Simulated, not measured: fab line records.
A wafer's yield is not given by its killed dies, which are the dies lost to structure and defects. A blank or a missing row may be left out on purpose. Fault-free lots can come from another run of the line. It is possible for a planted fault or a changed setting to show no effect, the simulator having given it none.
What tool caused it?    flow sky130    30 wafers sampled from 10 lots at 1 step of a route of 708

== WHAT THE GAUGES READ, wafer by wafer ==
SKY_VIA3_THK_MEAS_01. Usual: VIA3_HDPCVD_THK typically reads 1641 nm, with standard deviation 16.
lot   measured      on             VIA3_HDPCVD_THK (nm)  flag
L377  day 37 18:39  film-metro-01  1651 1643 1644        
L380  day 39 03:20  film-metro-02  1660 1645 1643        
L383  day 40 10:31  film-metro-02  1656 1621 1634        
L385  day 41 02:14  film-metro-04  1657 1640 1626        
L389  day 41 22:40  film-metro-04  1645 1630 1661        
L392  day 43 16:08  film-metro-04  1642 1623 1623        
L395  day 43 16:20  film-metro-04  1623 1662 1664        
L399  day 45 07:07  film-metro-04  1664 1647 1668        
L398  day 45 08:11  film-metro-04  1649 1607 1638        
L400  day 45 12:16  film-metro-01  1640 1630 1674        

== TOOL THAT RAN EACH LOT (tool first, then ch and the chambers of the sampled wafers, then the start) ==
No process step before these readings appears in the record.

== WHAT THE TOOLS THEMSELVES READ (means of the sampled wafers that have a number; where no wafer has one, the mark that the record gives instead) ==
The record holds no such reading with a usual standard deviation.

== THE ANSWER, worked out from the rows above alone ==
Rule: a lot is off if the mean of its wafers that have a number lies more than 3 standard deviations from the usual mean. A lot without any number at a reading at which 4 lots or more have one is off too. Where the step has rows for the other lots, those lots are counted as sound. Order of review: gauges by route order, followed by the tools' own readings, for which a lot's mean as printed above is used. At the first step where some lot is off, the reading lying furthest off is the one used; lots without a number count as furthest.
Across all readings shown, no lot is off: no conclusion can be drawn from this.

== WHAT THE SIMULATOR PUT IN ==
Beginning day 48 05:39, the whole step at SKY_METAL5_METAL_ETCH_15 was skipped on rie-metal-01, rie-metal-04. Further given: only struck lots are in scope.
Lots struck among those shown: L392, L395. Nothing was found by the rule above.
